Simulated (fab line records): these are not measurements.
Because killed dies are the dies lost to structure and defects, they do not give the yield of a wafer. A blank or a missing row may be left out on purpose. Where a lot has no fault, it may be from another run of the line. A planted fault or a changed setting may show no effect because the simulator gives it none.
Which of the tools did it?	flow sky130	36 wafers from 12 lots sampled at 2 of the route's 708 steps

== WHAT THE GAUGES SHOWED, per wafer ==
SKY_METAL2_THK_MEAS_06: measures by xrf.
lot	measured	on	METAL2_ALCU_THK (nm)
L075	day 34 13:11	film-metro-01	246 251 248
L077	day 35 04:35	film-metro-02	248 248 247
L079	day 35 22:46	film-metro-04	254 254 253
L081	day 36 14:25	film-metro-02	253 253 246
L083	day 36 22:58	film-metro-02	248 256 246
L085	day 37 20:59	film-metro-02	253 248 255
L087	day 38 06:57	film-metro-02	253 247 250
L089	day 38 13:48	film-metro-01	254 259 257
L091	day 39 08:26	film-metro-02	249 250 255
L093	day 40 00:16	film-metro-04	253 248 251
L095	day 40 15:40	film-metro-02	253 249 256
L097	day 41 08:44	film-metro-02	250 251 252

== TOOL THAT RAN EACH LOT (tool first, then ch and the chambers of the sampled wafers, then the start) ==
lot	SKY_METAL1_METAL_ETCH_19
L075	rie-metal-03 ch 0,1, day 33 06:23
L077	rie-metal-01 ch 0,1, day 33 22:58
L079	rie-metal-03 ch 0,1, day 34 17:38
L081	rie-metal-02 ch 0,1, day 35 09:44
L083	rie-metal-01 ch 0,1, day 35 18:29
L085	rie-metal-03 ch 0,1, day 36 16:20
L087	rie-metal-01 ch 0, day 37 02:22
L089	rie-metal-01 ch 0,1, day 37 09:34
L091	rie-metal-02 ch 0,1, day 38 04:35
L093	rie-metal-02 ch 1, day 38 20:29
L095	rie-metal-02 ch 0,1, day 39 12:32
L097	rie-metal-03 ch 0, day 40 06:10
- SKY_METAL1_METAL_ETCH_19: etches the open film in Cl2/BCl3, stops on SiO2, target depth 360 nm, time 78 s.

== THE ANSWER, worked out from the rows above alone ==
Rule: the usual values come from the lots themselves. Put in order of their means at a reading, lots are off if they are a third of the lots or fewer, leave a main group of 4 or more, and stand apart from it by a gap of 3 or more times the standard deviation of the main group's means; of several such gaps the widest counts. A main group is skipped when, at the precision printed for the reading in the tables above, its means are all equal. Also off: a lot with no number at a reading for which 4 or more lots have one. All remaining lots with rows at the step are treated as sound.
Across all readings shown, no lot is off: no conclusion can be drawn from this.

== WHAT HAD BEEN PUT IN BY THE SIMULATOR ==
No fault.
